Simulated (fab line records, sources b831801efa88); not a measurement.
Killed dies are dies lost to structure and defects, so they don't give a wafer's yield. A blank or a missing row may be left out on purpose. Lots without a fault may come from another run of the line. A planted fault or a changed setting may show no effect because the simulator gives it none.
Which tool did it? | flow gf180mcu | 14 lots, 42 wafers sampled, at 1 step of a route of 602

WHAT THE GAUGES READ, wafer by wafer
GF_POLY_GATE_THK_MEAS_01.
lot  | measured     | on            | POLY_GATE_CVD_00_THK (nm)
L722 | day 8 15:54  | film_metro-01 | 198.5 198.0 199.9
L723 | day 8 20:01  | film_metro-04 | 199.9 197.9 199.8
L724 | day 9 07:05  | film_metro-01 | 199.3 199.6 199.3
L726 | day 9 17:40  | film_metro-04 | 195.9 200.0 199.3
L727 | day 9 20:45  | film_metro-01 | 202.5 203.5 201.3
L728 | day 10 04:32 | film_metro-04 | 201.6 200.6 200.7
L731 | day 11 02:06 | film_metro-01 | 199.3 196.9 196.5
L735 | day 12 08:57 | film_metro-04 | 199.8 199.9 200.7
L736 | day 12 10:53 | film_metro-02 | 200.8 201.2 201.9
L741 | day 13 19:54 | film_metro-01 | 200.0 199.0 199.6
L742 | day 14 04:25 | film_metro-04 | 200.1 198.5 198.9
L743 | day 14 14:05 | film_metro-02 | 198.4 197.4 197.9
L744 | day 14 17:24 | film_metro-04 | 199.7 197.7 198.2
L745 | day 15 01:55 | film_metro-02 | 199.5 200.1 200.2

WHICH TOOL RAN EACH LOT (tool, then ch and the chambers of the sampled wafers, then the start)
The record holds no process step before these readings.

WHAT THE TOOLS THEMSELVES READ (means of the sampled wafers that have a number; where no wafer has one, the mark that the record gives instead)
The record holds no such reading with a usual standard deviation.

THE ANSWER, worked out from the rows above alone
Rule: what is usual is taken from the lots themselves. Put in order of their means at a reading, lots are off if they are a third of the lots or fewer, leave a main group of 4 or more, and stand apart from it by a gap of 3 or more times the standard deviation of the main group's means; of several such gaps the widest counts. A main group whose means are all the same, to the digits that the tables above print for the reading, isn't used. A lot without any number at a reading at which 4 lots or more have one is off too. The other lots that the step has rows for count as sound. The gauges are gone through in route order, then the tools' own readings, and for those a lot's mean is taken as printed above. The first step at which some lot is off is used, and at that step the reading that is off furthest; a lot without a number counts as furthest.
No lot is off at any reading shown: from this, nothing can be told.

WHAT THE SIMULATOR HAD PUT IN
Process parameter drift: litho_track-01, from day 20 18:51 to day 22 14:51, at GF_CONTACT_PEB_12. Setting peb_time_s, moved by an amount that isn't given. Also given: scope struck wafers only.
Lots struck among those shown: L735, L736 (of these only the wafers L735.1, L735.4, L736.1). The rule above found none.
